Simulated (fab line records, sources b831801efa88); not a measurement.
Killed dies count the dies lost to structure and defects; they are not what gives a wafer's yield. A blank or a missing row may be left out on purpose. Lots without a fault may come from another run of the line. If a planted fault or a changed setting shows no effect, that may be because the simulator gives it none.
Chamber matching || flow sky130 || SKY_VIA2_CMP_02 on cmp-01: 4 sister chambers
The step polishes SiO2. 8 wafers are shown with their chamber, then 8 later ones without.

== WAFERS, EACH WITH ITS CHAMBER ==
{"wafer": "L185.4", "chamber": 2, "motor-current-A (A)": 13.6, "retaining-ring-pressure-frac": 0.996}
{"wafer": "L192.3", "chamber": 2, "motor-current-A (A)": 13.2, "retaining-ring-pressure-frac": 0.993}
{"wafer": "L193.2", "chamber": 0, "motor-current-A (A)": 13.0, "retaining-ring-pressure-frac": 1.000}
{"wafer": "L193.6", "chamber": 0, "motor-current-A (A)": 13.2, "retaining-ring-pressure-frac": 1.000}
{"wafer": "L195.1", "chamber": 1, "motor-current-A (A)": 10.7, "retaining-ring-pressure-frac": 0.999}
{"wafer": "L195.3", "chamber": 3, "motor-current-A (A)": 10.8, "retaining-ring-pressure-frac": 0.995}
{"wafer": "L195.6", "chamber": 3, "motor-current-A (A)": 10.7, "retaining-ring-pressure-frac": 1.003}
{"wafer": "L198.2", "chamber": 1, "motor-current-A (A)": 11.1, "retaining-ring-pressure-frac": 0.999}

== WAFERS WHOSE CHAMBER IS MISSING ==
{"wafer": "L198.4", "motor-current-A (A)": 12.5, "retaining-ring-pressure-frac": 1.001}
{"wafer": "L198.5", "motor-current-A (A)": 13.2, "retaining-ring-pressure-frac": 1.006}
{"wafer": "L206.3", "motor-current-A (A)": 11.0, "retaining-ring-pressure-frac": 0.999}
{"wafer": "L206.4", "motor-current-A (A)": 12.6, "retaining-ring-pressure-frac": 0.995}
{"wafer": "L206.5", "motor-current-A (A)": 13.9, "retaining-ring-pressure-frac": 1.003}
{"wafer": "L208.1", "motor-current-A (A)": 10.5, "retaining-ring-pressure-frac": 1.001}
{"wafer": "L208.2", "motor-current-A (A)": 13.0, "retaining-ring-pressure-frac": 0.997}
{"wafer": "L208.3", "motor-current-A (A)": 12.9, "retaining-ring-pressure-frac": 1.008}

== WHICH CHAMBER EACH WENT THROUGH ==
{"wafer": "L198.4", "from the rows above": "can't be placed: 0 or 2", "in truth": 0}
{"wafer": "L198.5", "from the rows above": "can't be placed: 0 or 2", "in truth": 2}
{"wafer": "L206.3", "from the rows above": "can't be placed: 1 or 3", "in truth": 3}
{"wafer": "L206.4", "from the rows above": "can't be placed: 0 or 2", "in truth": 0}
{"wafer": "L206.5", "from the rows above": "can't be placed: 2 or 0", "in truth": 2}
{"wafer": "L208.1", "from the rows above": "can't be placed: 3 or 1", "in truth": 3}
{"wafer": "L208.2", "from the rows above": "can't be placed: 0 or 2", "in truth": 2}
{"wafer": "L208.3", "from the rows above": 0, "in truth": 0}
Placed correctly: 1 of 8. From these rows, 7 cannot be placed; in 7 the true chamber is one of the candidates. Placed wrongly: 0.
How it was worked out, from the rows above alone: a wafer's distance from a chamber is the root of the sum, over the readings, of the square of ((its reading less the chamber's mean) divided by the reading's scatter). The wafer belongs to the nearest chamber; if the next one is less than 2 further off, it can't be placed. For every chamber, the mean is computed from those of its wafers that are shown. The scatter is the square root of a quotient: the sum, over the shown wafers, of each reading's squared deviation from its chamber's mean, divided by wafers minus chambers.
